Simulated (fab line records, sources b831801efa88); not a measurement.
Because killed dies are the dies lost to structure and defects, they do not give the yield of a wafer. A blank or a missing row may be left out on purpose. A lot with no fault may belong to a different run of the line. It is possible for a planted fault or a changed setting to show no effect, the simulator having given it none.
fab line records -- flow sky130
[record] lots = 5, wafers = 15, last_day = 49
route steps=708 shown SONOS_TUNNEL@160 SONOS_ONO@168 GATE_OXIDE@187 PAD_OPEN@708
lots that met no fault: taken from a fault-free run of the same line
start_h: hours from the record's first day to the start of the lot's first wafer shown -- wait_h: how many hours have passed since the lot's step before this one -- " as in the row above -- L1.1+2: a single row standing in for several wafers -- - no value, or no start given -- * or withheld: withheld -- < > ~ a bound
route shown NAME@n: a module of which the file shows steps, and the number in the route of the first -- usual: mean/standard deviation taken from wafers without a fault -- same: alike in all rows -- chamber/n: place in a boat -- sites: per-site readings -- _std_site: the values' standard deviation -- _edge_site: inner sites' mean taken away from outer sites' mean -- radius_mm: for every site, how far away it sits from the centre of the wafer -- mask NAME#n: copy n -- behind: the most recent tool/chamber to have shaped the wafer -- hold: cause of the lot's hold/its duration in hours/its outcome -- device: names the non-switching transistor (n, p or np) -- end of line: at the end of the route, the tests of the same wafers -- a step given without rows: its recipe and nothing more -- killed: dies that structure and defects cost at the first sort, which is not the same as the wafer's yield -- map: per-die view of a wafer (x killed, . not killed, _ where there is no die)
set.NAME: the setting as run; set.NAME@STEP: as run at that earlier step -- model.NAME: the simulator's own value behind a step, which no gauge read
lots seen at some steps along the route; tables by step, rows by wafer
services: from which hour (start_h, from the record's first day; less than 0 if before it) a tool's chamber was out of use, for how many hours, and why
[[steps]]
[step SKY_SONOS_TUNNEL_DEVELOP_06]
[recipe] resist = NOVOLAK, developer = TMAH, develop_time_s = 60, dev_temp_c = 23
[step SKY_SONOS_TUNNEL_IMPLANT_09]
[recipe] species = B, energy_kev = 20, dose_cm2 = 1e+12, tilt_deg = withheld
[step SKY_SONOS_TUNNEL_WET_ETCH_10]
[recipe] chemistry = dHF, target_depth_nm = 14, target = SiO2, dilution = 100:1, temp_c = 25, time_s = 280
[step SKY_SONOS_TUNNEL_STRIP_11]
[recipe] chemistry = SPM, time_s = 600, temp_c = 130
[step SKY_SONOS_TUNNEL_CLEAN_13]
[recipe] chemistry = dHF, time_s = 20, dilution = 100:1, dry = ipa_marangoni
[step SKY_SONOS_ONO_OXIDATION_00]
[recipe] temp_c = 800, ambient = O2, idle_temp_c = 700, ramp_up_c_per_min = 10, ramp_down_c_per_min = 3, stabilise_s = 600, purge_s = 300, target_thk_a = 26, ox_time_s = 1249
[step SKY_SONOS_ONO_CVD_02]
[recipe] material = Si3N4, precursor = DCS/NH3, target_thk_nm = 10.5, temp_c = 770, time_s = 180, pressure_mtorr = 250
[step SKY_SONOS_ONO_CVD_04]
[recipe] material = SiO2, precursor = SiH4/N2O, target_thk_nm = 5.7199, temp_c = 900, pressure_mtorr = 384.9
[usual] spike_tc_centre_C = 900.1/1.1, zone_power_top_pct = 34.2/0.58
lot.wafer,tool,chamber,start_h,wait_h,spike_tc_centre_C,zone_power_top_pct,model.SiO2_of_SONOS_ONO_CVD_04.thk_nm
L560.2,lpcvd-03,1,275.98,0.0,898.9,34.4,5.493
L560.3,lpcvd-03,1,275.98,0.0,899.0,34.4,5.479
L560.4,lpcvd-03,1,275.98,0.0,901.8,35.2,5.517
L569.1,lpcvd-03,1,350.54,0.1,899.7,34.9,5.525
L569.3,lpcvd-03,1,350.54,0.1,899.7,34.8,5.504
L569.6,lpcvd-03,1,350.54,0.1,899.1,34.3,5.489
L571.2,lpcvd-03,1,362.66,0.0,903.2,34.2,6.037
L571.4,lpcvd-03,1,362.66,0.0,900.4,34.5,5.988
L571.6,lpcvd-03,1,362.66,0.0,901.0,34.6,6.057
L572.1,lpcvd-03,1,375.09,0.1,900.2,34.5,6.025
L572.2,lpcvd-03,1,375.09,0.1,899.3,34.6,5.944
L572.6,lpcvd-03,1,375.09,0.1,902.6,35.4,5.957
L573.4,lpcvd-03,0,385.21,0.0,900.6,33.2,5.975
L573.5,lpcvd-03,0,385.21,0.0,900.4,33.8,6.037
L573.6,lpcvd-03,0,385.21,0.0,900.5,33.1,6.056
[step SKY_SONOS_ONO_THK_MEAS_05]
[recipe] reads = SiO2_of_SONOS_ONO_CVD_04
[usual] SONOS_ONO_CVD_04_THK = 5.52/0.11
lot.wafer,tool,chamber,start_h,wait_h,hold,SONOS_ONO_CVD_04_THK[nm]
L560.2,film_metro-04,-,277.24,0.0,-,5.44
L560.3,film_metro-04,-,277.24,0.0,-,5.53
L560.4,film_metro-04,-,277.24,0.0,-,5.56
L569.1,film_metro-04,-,351.79,0.0,-,5.51
L569.3,film_metro-04,-,351.79,0.0,-,5.52
L569.6,film_metro-04,-,351.79,0.0,-,5.51
L571.2,film_metro-04,-,363.92,0.0,await_dispo/0.2h/release,6.02
L571.4,film_metro-04,-,363.92,0.0,await_dispo/0.2h/release,6.03
L571.6,film_metro-04,-,363.92,0.0,await_dispo/0.2h/release,6.04
L571.2,film_metro-04,-,364.15,0.2,-,6.05
L571.4,film_metro-04,-,364.15,0.2,-,5.98
L571.6,film_metro-04,-,364.15,0.2,-,6.11
L572.1,film_metro-01,-,376.34,0.0,await_dispo/0.2h/release,6.02
L572.2,film_metro-01,-,376.34,0.0,await_dispo/0.2h/release,5.95
L572.6,film_metro-01,-,376.34,0.0,await_dispo/0.2h/release,5.95
L572.1,film_metro-01,-,376.57,0.2,-,6.06
L572.2,film_metro-01,-,376.57,0.2,-,5.94
L572.6,film_metro-01,-,376.57,0.2,-,5.93
L573.4,film_metro-04,-,386.49,0.0,await_dispo/0.2h/release,5.97
L573.5,film_metro-04,-,386.49,0.0,await_dispo/0.2h/release,6.01
L573.6,film_metro-04,-,386.49,0.0,await_dispo/0.2h/release,6.05
L573.4,film_metro-04,-,386.72,0.2,-,5.98
L573.5,film_metro-04,-,386.72,0.2,-,6.07
L573.6,film_metro-04,-,386.72,0.2,-,6.03
[step SKY_SONOS_ONO_HMDS_07]
[recipe] prime_time_s = 60, prime_temp_c = 120
[step SKY_SONOS_ONO_COAT_08]
[recipe] resist = NOVOLAK, spin_rpm = 3000, resist_thk_nm = 1140
[step SKY_SONOS_ONO_SOFTBAKE_09]
[recipe] temp_c = 90, time_s = 60, resist = NOVOLAK
[step SKY_SONOS_ONO_EXPOSE_10]
[recipe] mask_id = ONOM, target_cd_nm = 410, na = 0.6, source_shape = conventional, sigma_outer = 0.6, dose_mj = 150
[step SKY_SONOS_ONO_PEB_11]
[recipe] temp_c = withheld, time_s = *, resist = NOVOLAK
[step SKY_SONOS_ONO_DEVELOP_12]
[recipe] develop_time_s = 60, dev_temp_c = 23
[step SKY_SONOS_ONO_ETCH_15]
[recipe] target_depth_nm = 19.52, chemistry = CHF3/O2, source_w = 600, bias_w = 200, pressure_mtorr = 40, chf3_flow_sccm = 50, O2_flow_sccm = 5, time_s = 7.8
[step SKY_SONOS_ONO_WET_ETCH_16]
[recipe] chemistry = dHF, target_depth_nm = 14, dry = n2_spin, target = SiO2, dilution = 100:1, temp_c = 25, time_s = 280
[step SKY_SONOS_ONO_STRIP_17]
[recipe] chemistry = O2/N2, power_w = 1400, pressure_mtorr = 1500, platen_temp_c = withheld, o2_flow_sccm = 3000, n2_flow_sccm = 300, overash_fraction = 0.5
[step SKY_SONOS_ONO_WET_ETCH_18]
[recipe] chemistry = H3PO4, target_depth_nm = 15, target = Si3N4, temp_c = 160, time_s = 175.4
[step SKY_GATE_OXIDE_CLEAN_00]
[recipe] chemistry = SC1/SC2, mix = 1:4:20, temp_c = 70, time_s = 150, dry = n2_spin
[step SKY_GATE_OXIDE_OXIDATION_01]
[recipe] temp_c = 900, ambient = O2, stabilise_s = 600, purge_s = 300, target_thk_a = 102.68, ox_time_s = 1473
[step SKY_GATE_OXIDE_DEHYDRATE_03]
[recipe] temp_c = 200, time_s = 60
[step SKY_GATE_OXIDE_HMDS_04]
[recipe] prime_time_s = 60, prime_temp_c = 120
[step SKY_GATE_OXIDE_COAT_05]
[recipe] resist = NOVOLAK, spin_rpm = 3000, resist_thk_nm = 1140
[step SKY_GATE_OXIDE_SOFTBAKE_06]
[recipe] temp_c = 90, time_s = 60, resist = NOVOLAK
[step SKY_GATE_OXIDE_EXPOSE_07]
[recipe] mask_id = LVOM, na = 0.6, source_shape = conventional, sigma_outer = 0.6, polarization = unpolarized, target_cd_nm = 600, dose_mj = 170
[step SKY_GATE_OXIDE_PEB_08]
[recipe] temp_c = withheld, time_s = *, resist = NOVOLAK
[step SKY_GATE_OXIDE_DEVELOP_09]
[recipe] resist = NOVOLAK, developer = TMAH, develop_time_s = 60, dev_temp_c = 23
[step SKY_GATE_OXIDE_IMPLANT_11]
[recipe] species = B, energy_kev = 10, dose_cm2 = 2.6e+12, tilt_deg = withheld
[step SKY_GATE_OXIDE_WET_ETCH_12]
[recipe] chemistry = dHF, target_depth_nm = 16.8, dry = n2_spin, target = SiO2, dilution = 100:1, temp_c = 25, time_s = 336
[step SKY_GATE_OXIDE_STRIP_13]
[recipe] chemistry = O2/N2, power_w = 1400, pressure_mtorr = 1500, platen_temp_c = withheld, o2_flow_sccm = 3000, n2_flow_sccm = 300, overash_fraction = 0.5
[step SKY_GATE_OXIDE_CLEAN_15]
[recipe] chemistry = SC1/SC2, mix = 1:4:20, temp_c = 70, time_s = 150, dry = n2_spin
lot.wafer,tool,chamber,start_h,wait_h,model.SiO2_of_SONOS_ONO_CVD_04.thk_nm
L560.2,wet_bench-04,1,328.04,0.0,3.976
L560.3,wet_bench-04,1,328.04,0.0,3.958
L560.4,wet_bench-04,1,328.04,0.0,4.002
L569.1,wet_bench-03,2,410.10,0.1,4.002
L569.3,wet_bench-03,2,410.10,0.1,3.977
L569.6,wet_bench-03,2,410.10,0.1,3.963
L571.2,wet_bench-04,0,424.33,0.0,4.5
L571.4,wet_bench-04,0,424.33,0.0,4.452
L571.6,wet_bench-04,0,424.33,0.0,4.517
L572.1,wet_bench-01,2,437.49,0.1,4.511
L572.2,wet_bench-01,2,437.49,0.1,4.424
L572.6,wet_bench-01,2,437.49,0.1,4.438
L573.4,wet_bench-01,1,447.99,0.0,4.433
L573.5,wet_bench-01,1,447.99,0.0,4.498
L573.6,wet_bench-01,1,447.99,0.0,4.514
[step SKY_PAD_OPEN_PROBE_99]
[usual] killed_at_M0_to_M3 = 43/6.4, killed_at_M4_up = 3.2/1.8, killed_at_contacts = 25/5.8, killed_at_front_end = 16/4.1, killed_at_other = 0.2/0.47, killed_dies = 88/9.9, killed_open = 47/7.3, killed_short = 40/7.1
[same] gross_dies = 492, killed_at_back_side = 0
lot.wafer,tool,chamber,start_h,wait_h,killed_at_M0_to_M3,killed_at_M4_up,killed_at_contacts,killed_at_front_end,killed_at_other,killed_dies,killed_open,killed_short,model.etest.sonos_uncharged.r_on_ohm_um,model.etest.cap_ono.gate_log10_a_cm2,model.etest.cap_ono.gate_bv_v,model.etest.cap_ono.tox_acc_nm,model.etest.sonos_programmed.vt_v,model.etest.sonos_erased.vt_v,model.etest.sonos_baked.vt_v,model.etest.sonos_baked.vt_less_v
L560.2,prober-02,-,1088.83,0.1,50,4,29,15,0,98,52,46,811.3,-7.668,16,12.69,1.52,-2.308,1.028,-0.4923
L560.3,prober-02,-,1088.88,0.2,34,2,22,11,1,70,37,33,794,-7.593,15.95,12.66,1.549,-2.392,1.025,-0.5233
L560.4,prober-02,-,1088.93,0.2,61,5,25,15,1,107,45,62,811.9,-7.667,16.16,12.76,1.547,-2.284,0.9991,-0.5481
L569.1,prober-01,-,1139.56,0.1,38,1,16,19,0,74,40,34,791.3,-7.65,16.23,12.64,1.611,-2.349,1.058,-0.553
L569.3,prober-01,-,1139.66,0.2,55,2,15,16,0,88,46,42,806.4,-7.688,16.23,12.69,1.557,-2.36,1.083,-0.4736
L569.6,prober-01,-,1139.81,0.2,47,2,14,19,0,82,46,36,795.1,-7.656,16.2,12.65,1.574,-2.358,1.053,-0.5216
L571.2,prober-01,-,1152.68,0.1,47,3,24,19,0,93,48,44,823.5,-8.184,16.71,13.1,1.315,-2.191,0.866,-0.4492
L571.4,prober-01,-,1152.78,0.2,51,4,29,12,0,96,46,50,814.3,-8.295,16.46,13.15,1.304,-2.151,0.8747,-0.4297
L571.6,prober-01,-,1152.88,0.2,40,6,22,18,1,87,51,35,816.7,-8.227,16.61,13.16,1.35,-2.182,0.862,-0.4878
L572.1,prober-02,-,1156.46,0.1,47,3,31,15,0,96,55,39,809.5,-8.263,16.63,13.08,1.333,-2.118,0.8345,-0.4984
L572.2,prober-02,-,1156.51,0.1,34,6,33,17,0,90,42,45,818.2,-8.166,16.05,13.09,1.345,-2.205,0.8682,-0.477
L572.6,prober-02,-,1156.71,0.2,50,3,23,15,1,92,42,50,808.8,-8.135,16.41,13.02,1.375,-2.177,0.9063,-0.4685
L573.4,prober-01,-,1168.46,0.2,40,5,19,16,2,82,46,36,817.5,-8.273,16.56,13.17,1.344,-2.139,0.8658,-0.4781
L573.5,prober-01,-,1168.51,0.2,46,3,23,17,0,89,45,43,845,-8.423,16.72,13.34,1.198,-2.084,0.802,-0.3965
L573.6,prober-01,-,1168.56,0.2,39,1,28,15,2,85,39,44,831.4,-8.445,16.84,13.26,1.252,-2.119,0.8243,-0.4278
// killed by level:class
L560.2 CONTACT:geometric_particle:open=10 VIA3:geometric_particle:open=10 VIA2:geometric_particle:open=9 FIELD_ISO:geometric_particle:open=7 METAL1:geometric_particle:short=7 VIA1:geometric_particle:open=7 CONTACT:geometric_particle:short=6 LI_CONTACT:geometric_particle:open=5
L560.3 VIA1:geometric_particle:open=9 LI_CONTACT:geometric_particle:open=7 METAL1:geometric_particle:short=7 VIA3:geometric_particle:open=7 CONTACT:geometric_particle:open=6 FIELD_ISO:geometric_particle:short=5 LI_CONTACT:geometric_particle:short=4 VIA2:geometric_particle:short=3
L560.4 METAL2:geometric_particle:short=11 VIA1:geometric_particle:open=10 CONTACT:geometric_particle:open=7 VIA1:geometric_particle:short=7 FIELD_ISO:geometric_particle:short=6 LI_CONTACT:geometric_particle:open=6 VIA3:geometric_particle:open=6 VIA2:geometric_particle:open=6
L569.1 VIA1:geometric_particle:open=10 FIELD_ISO:geometric_particle:open=6 CONTACT:geometric_particle:open=6 FIELD_ISO:geometric_particle:short=5 METAL2:geometric_particle:short=5 CONTACT:geometric_particle:short=5 VIA1:geometric_particle:short=5 VIA3:geometric_particle:open=5
L569.3 VIA1:geometric_particle:open=11 METAL1:geometric_particle:short=8 VIA3:geometric_particle:open=7 VIA1:geometric_particle:short=5 POLY_GATE:geometric_particle:open=5 METAL3:geometric_particle:short=5 CONTACT:geometric_particle:open=5 METAL2:geometric_particle:short=5
L569.6 VIA1:geometric_particle:open=12 VIA3:geometric_particle:open=9 POLY_GATE:geometric_particle:open=6 CONTACT:geometric_particle:open=6 METAL1:geometric_particle:short=5 LOCAL_INTERCONNECT:geometric_particle:short=4 VIA1:geometric_particle:short=4 VIA2:geometric_particle:open=4
L571.2 VIA1:geometric_particle:open=9 LI_CONTACT:geometric_particle:open=9 METAL2:geometric_particle:short=9 POLY_GATE:geometric_particle:short=8 CONTACT:geometric_particle:open=7 VIA2:geometric_particle:open=7 CONTACT:geometric_particle:short=6 VIA3:geometric_particle:open=5
L571.4 VIA1:geometric_particle:open=11 VIA3:geometric_particle:open=9 VIA1:geometric_particle:short=9 CONTACT:geometric_particle:short=9 LI_CONTACT:geometric_particle:open=8 CONTACT:geometric_particle:open=8 METAL2:geometric_particle:short=7 VIA2:geometric_particle:open=5
L571.6 VIA1:geometric_particle:open=13 LI_CONTACT:geometric_particle:open=9 CONTACT:geometric_particle:open=9 FIELD_ISO:geometric_particle:short=6 VIA2:geometric_particle:open=6 POLY_GATE:geometric_particle:open=5 VIA1:geometric_particle:short=5 METAL2:geometric_particle:short=5
L572.1 LI_CONTACT:geometric_particle:open=11 CONTACT:geometric_particle:open=9 VIA2:geometric_particle:open=9 METAL1:geometric_particle:short=6 VIA3:geometric_particle:open=6 VIA1:geometric_particle:open=5 VIA1:geometric_particle:short=5 METAL3:geometric_particle:short=5
L572.2 VIA1:geometric_particle:open=12 CONTACT:geometric_particle:open=10 LOCAL_INTERCONNECT:geometric_particle:short=7 CONTACT:geometric_particle:short=6 METAL4:geometric_particle:short=6 FIELD_ISO:geometric_particle:open=5 LI_CONTACT:geometric_particle:open=4 VIA1:geometric_particle:short=4
L572.6 VIA1:geometric_particle:open=10 CONTACT:geometric_particle:open=10 VIA1:geometric_particle:short=8 METAL2:geometric_particle:short=8 LOCAL_INTERCONNECT:geometric_particle:short=6 VIA2:geometric_particle:open=6 VIA3:geometric_particle:short=6 VIA2:geometric_particle:short=5
L573.4 VIA1:geometric_particle:open=10 CONTACT:geometric_particle:open=7 VIA1:geometric_particle:short=6 POLY_GATE:geometric_particle:open=5 LI_CONTACT:geometric_particle:open=5 VIA3:geometric_particle:open=5 POLY_GATE:geometric_particle:short=4 VIA2:geometric_particle:open=4
L573.5 VIA1:geometric_particle:open=14 CONTACT:geometric_particle:open=8 FIELD_ISO:geometric_particle:open=6 VIA1:geometric_particle:short=6 CONTACT:geometric_particle:short=5 METAL1:geometric_particle:short=5 METAL2:geometric_particle:short=5 METAL3:geometric_particle:short=5
L573.6 VIA1:geometric_particle:open=9 LOCAL_INTERCONNECT:geometric_particle:short=7 LI_CONTACT:geometric_particle:open=6 CONTACT:geometric_particle:open=6 VIA1:geometric_particle:short=6 POLY_GATE:geometric_particle:short=5 CONTACT:geometric_particle:short=5 VIA3:geometric_particle:open=5
[[services]]
tool,chamber,start_h,hours,kind
wet_bench-03,-,269.23,1.9,pm
wet_bench-01,-,285.53,1.5,repair
[[key]]
[first_sign] step = SKY_SONOS_ONO_THK_MEAS_05, reading = visit, direction = added
[effect] step = SKY_SONOS_ONO_THK_MEAS_05, reading = SONOS_ONO_CVD_04_THK, direction = up, sigmas = 4.2, usual = 5.52, struck = 6.00
[model_effect] step = SKY_SONOS_ONO_CVD_04, value = SiO2_of_SONOS_ONO_CVD_04.thk_nm, without = 5.532, struck = 6.009
[model_effect] step = SKY_GATE_OXIDE_CLEAN_15, value = SiO2_of_SONOS_ONO_CVD_04.thk_nm, without = 4, struck = 4.476
[model_effect] step = SKY_PAD_OPEN_PROBE_99, value = etest.sonos_uncharged.r_on_ohm_um, without = 804.1, struck = 820.6
met_at SKY_SONOS_ONO_CVD_04
struck_wafers L571.2,L571.4,L571.6,L572.1,L572.2,L572.6,L573.4,L573.5,L573.6
tester_left_out L571,L572,L573
onset_between 350.54 362.66
also_fits time
[fault] kind = process_parameter_drift, tool = lpcvd-03, chamber = -, onset_h = 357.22, steps = SKY_SONOS_ONO_CVD_04, channel = target_thk_nm, offset = 0.48576, shape = step, end_h = 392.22, stated = 5.7199
// tester_left_out: of these lots the tester's yield and bins aren't shown, on N5 and GAA mostly nor the transistor test; their killed dies are dies lost to structure and defects alone, not to doping, threshold or leakage, so they don't give the yield
